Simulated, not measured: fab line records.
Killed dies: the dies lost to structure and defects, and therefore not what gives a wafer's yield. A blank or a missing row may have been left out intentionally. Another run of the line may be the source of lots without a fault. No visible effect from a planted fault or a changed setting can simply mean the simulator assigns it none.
What tool caused it? :: flow gf180mcu :: 42 wafers from 14 lots sampled at 4 of the route's 602 steps

WHAT EACH GAUGE READ, for each wafer
GF_V2_THK_MEAS_03.
lot: L326
measured: day 19 21:16
on: filmMetro-01
V2_CVD_02_THK (nm): 838 845 844

lot: L327
measured: day 19 21:54
on: filmMetro-02
V2_CVD_02_THK (nm): 837 844 847

lot: L330
measured: day 20 18:19
on: filmMetro-02
V2_CVD_02_THK (nm): 850 860 855

lot: L331
measured: day 21 15:32
on: filmMetro-01
V2_CVD_02_THK (nm): 844 854 853

lot: L333
measured: day 22 03:41
on: filmMetro-02
V2_CVD_02_THK (nm): 831 838 848

lot: L334
measured: day 22 07:05
on: filmMetro-01
V2_CVD_02_THK (nm): 838 864 850

lot: L337
measured: day 23 19:54
on: filmMetro-02
V2_CVD_02_THK (nm): 853 856 872

lot: L340
measured: day 24 10:07
on: filmMetro-02
V2_CVD_02_THK (nm): 838 840 852

lot: L342
measured: day 25 09:41
on: filmMetro-02
V2_CVD_02_THK (nm): 838 837 855

lot: L343
measured: day 25 20:12
on: filmMetro-01
V2_CVD_02_THK (nm): 839 854 857

lot: L345
measured: day 26 04:50
on: filmMetro-01
V2_CVD_02_THK (nm): 839 869 858

lot: L346
measured: day 26 13:27
on: filmMetro-04
V2_CVD_02_THK (nm): 858 850 862

lot: L348
measured: day 26 21:14
on: filmMetro-04
V2_CVD_02_THK (nm): 856 847 855

lot: L349
measured: day 27 05:22
on: filmMetro-01
V2_CVD_02_THK (nm): 846 846 850

GF_V4_BOW_MEAS_05.
lot: L326
measured: day 24 02:50
on: filmMetro-02
V4_BOW (um): 124 137 120

lot: L327
measured: day 24 03:28
on: filmMetro-04
V4_BOW (um): 145 141 138

lot: L330
measured: day 24 20:23
on: filmMetro-02
V4_BOW (um): 130 148 141

lot: L331
measured: day 25 16:20
on: filmMetro-01
V4_BOW (um): 131 134 128

lot: L333
measured: day 26 02:55
on: filmMetro-01
V4_BOW (um): 125 133 143

lot: L334
measured: day 26 05:38
on: filmMetro-04
V4_BOW (um): 117 120 130

lot: L337
measured: day 27 15:24
on: filmMetro-01
V4_BOW (um): 117 120 110

lot: L340
measured: day 28 03:19
on: filmMetro-04
V4_BOW (um): 144 134 148

lot: L342
measured: day 29 00:50
on: filmMetro-01
V4_BOW (um): 125 129 133

lot: L343
measured: day 29 10:42
on: filmMetro-01
V4_BOW (um): 135 124 137

lot: L345
measured: day 29 19:19
on: filmMetro-02
V4_BOW (um): 131 144 135

lot: L346
measured: day 30 01:32
on: filmMetro-02
V4_BOW (um): 124 142 123

lot: L348
measured: day 30 09:40
on: filmMetro-04
V4_BOW (um): 128 136 123

lot: L349
measured: day 30 15:38
on: filmMetro-01
V4_BOW (um): 131 144 149

WHICH TOOL RAN EACH LOT (tool, then ch and the chambers of the sampled wafers, then the start)
lot: L326
GF_V3_PEB_12: lithoTrack-01 ch 0, day 23 01:17
GF_M4_SPUTTER_00: pvdSputter-03, day 23 03:07

lot: L327
GF_V3_PEB_12: lithoTrack-01 ch 0, day 23 01:57
GF_M4_SPUTTER_00: pvdSputter-02, day 23 03:49

lot: L330
GF_V3_PEB_12: lithoTrack-01 ch 0, day 23 18:09
GF_M4_SPUTTER_00: pvdSputter-02, day 23 20:01

lot: L331
GF_V3_PEB_12: lithoTrack-03 ch 0, day 24 15:29
GF_M4_SPUTTER_00: pvdSputter-03, day 24 17:16

lot: L333
GF_V3_PEB_12: lithoTrack-01 ch 0, day 25 02:27
GF_M4_SPUTTER_00: pvdSputter-01, day 25 04:21

lot: L334
GF_V3_PEB_12: lithoTrack-04 ch 0, day 25 04:58
GF_M4_SPUTTER_00: pvdSputter-02, day 25 06:49

lot: L337
GF_V3_PEB_12: lithoTrack-03 ch 0, day 26 15:32
GF_M4_SPUTTER_00: pvdSputter-03, day 26 17:22

lot: L340
GF_V3_PEB_12: lithoTrack-03 ch 0, day 27 04:07
GF_M4_SPUTTER_00: pvdSputter-01, day 27 06:00

lot: L342
GF_V3_PEB_12: lithoTrack-03 ch 0, day 28 02:08
GF_M4_SPUTTER_00: pvdSputter-02, day 28 03:58

lot: L343
GF_V3_PEB_12: lithoTrack-01 ch 0, day 28 12:11
GF_M4_SPUTTER_00: pvdSputter-01, day 28 14:10

lot: L345
GF_V3_PEB_12: lithoTrack-04 ch 0, day 28 20:16
GF_M4_SPUTTER_00: pvdSputter-02, day 28 22:07

lot: L346
GF_V3_PEB_12: lithoTrack-01 ch 0, day 29 02:56
GF_M4_SPUTTER_00: pvdSputter-03, day 29 04:48

lot: L348
GF_V3_PEB_12: lithoTrack-01 ch 0, day 29 11:50
GF_M4_SPUTTER_00: pvdSputter-03, day 29 13:43

lot: L349
GF_V3_PEB_12: lithoTrack-04 ch 0, day 29 18:02
GF_M4_SPUTTER_00: pvdSputter-01, day 29 19:54
- GF_V3_PEB_12: peb time 90 s.
- GF_M4_SPUTTER_00: material Ti, target thk 37.5 nm, time 150 s.

AS READ BY THE TOOLS THEMSELVES (means over the sampled wafers that have a number; for cases with no such wafer, the mark the record gives instead)
GF_V3_PEB_12.
lot: L326
tool: lithoTrack-01
heaterPowerTotalW (W): 85.63
plateTempC (C): 135.15

lot: L327
tool: lithoTrack-01
heaterPowerTotalW (W): 85.74
plateTempC (C): 135.02

lot: L330
tool: lithoTrack-01
heaterPowerTotalW (W): 85.66
plateTempC (C): 135.08

lot: L331
tool: lithoTrack-03
heaterPowerTotalW (W): 85.67
plateTempC (C): 135.17

lot: L333
tool: lithoTrack-01
heaterPowerTotalW (W): 85.78
plateTempC (C): 135.05

lot: L334
tool: lithoTrack-04
heaterPowerTotalW (W): 85.62
plateTempC (C): 135.11

lot: L337
tool: lithoTrack-03
heaterPowerTotalW (W): 85.74
plateTempC (C): 135.10

lot: L340
tool: lithoTrack-03
heaterPowerTotalW (W): 86.32
plateTempC (C): 135.64

lot: L342
tool: lithoTrack-03
heaterPowerTotalW (W): 86.31
plateTempC (C): 135.59

lot: L343
tool: lithoTrack-01
heaterPowerTotalW (W): 85.80
plateTempC (C): 134.95

lot: L345
tool: lithoTrack-04
heaterPowerTotalW (W): 85.61
plateTempC (C): 135.02

lot: L346
tool: lithoTrack-01
heaterPowerTotalW (W): 85.69
plateTempC (C): 134.86

lot: L348
tool: lithoTrack-01
heaterPowerTotalW (W): 85.64
plateTempC (C): 135.14

lot: L349
tool: lithoTrack-04
heaterPowerTotalW (W): 85.81
plateTempC (C): 135.15

GF_M4_SPUTTER_00.
lot: L326
tool: pvdSputter-03
throttleValvePct (%): 30.0

lot: L327
tool: pvdSputter-02
throttleValvePct (%): 29.8

lot: L330
tool: pvdSputter-02
throttleValvePct (%): 29.4

lot: L331
tool: pvdSputter-03
throttleValvePct (%): 29.2

lot: L333
tool: pvdSputter-01
throttleValvePct (%): 30.3

lot: L334
tool: pvdSputter-02
throttleValvePct (%): 30.0

lot: L337
tool: pvdSputter-03
throttleValvePct (%): 30.3

lot: L340
tool: pvdSputter-01
throttleValvePct (%): 30.9

lot: L342
tool: pvdSputter-02
throttleValvePct (%): 29.5

lot: L343
tool: pvdSputter-01
throttleValvePct (%): 30.6

lot: L345
tool: pvdSputter-02
throttleValvePct (%): 29.3

lot: L346
tool: pvdSputter-03
throttleValvePct (%): 29.8

lot: L348
tool: pvdSputter-03
throttleValvePct (%): 29.5

lot: L349
tool: pvdSputter-01
throttleValvePct (%): 30.6

THE ANSWER, worked out from the rows above alone
Rule: usual is defined by the lots themselves. The widest of any qualifying gaps counts: lots, ordered by their means at a reading, are off when they make up no more than a third of the lots, leave a main group of 4 or more, and stand apart from it by 3 or more times the standard deviation of that group's means. A main group is skipped when, at the precision printed for the reading in the tables above, its means are all equal. A lot without any number at a reading at which 4 lots or more have one is off too. All remaining lots with rows at the step are treated as sound. After the gauges, taken in route order, come the tools' own readings; for these a lot's mean is taken, as printed above. The first step at which some lot is off is used, and at that step the reading that is off furthest; a lot without a number counts as furthest.
Off at GF_V3_PEB_12 (heaterPowerTotalW): L340, L342. Mean 85.70 W and standard deviation 0.069 in the main group.
If a tool, at that step or one of the process steps before it, ran each lot that is off and ran no sound lot following the first of them, it fits. One fits: lithoTrack-03 at GF_V3_PEB_12. Its last sound lot is L337 (day 26 15:32), its first lot that is off L340 (day 27 04:07): a fault that began between those two fits.
The tool's own readings at GF_V3_PEB_12 bear it out: on the lots that are off they differ by more than 5 times the standard deviation of the sound lots' means. heaterPowerTotalW reads 86.31 W there against 85.70 W on the sound lots; plateTempC reads 135.62 C there against 135.07 C on the sound lots.

WHAT WAS PUT IN BY THE SIMULATOR
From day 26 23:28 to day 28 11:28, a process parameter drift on lithoTrack-03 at GF_V3_PEB_12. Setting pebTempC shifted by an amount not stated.
Lots struck among those shown: L340, L342. Same finding as the rule above.
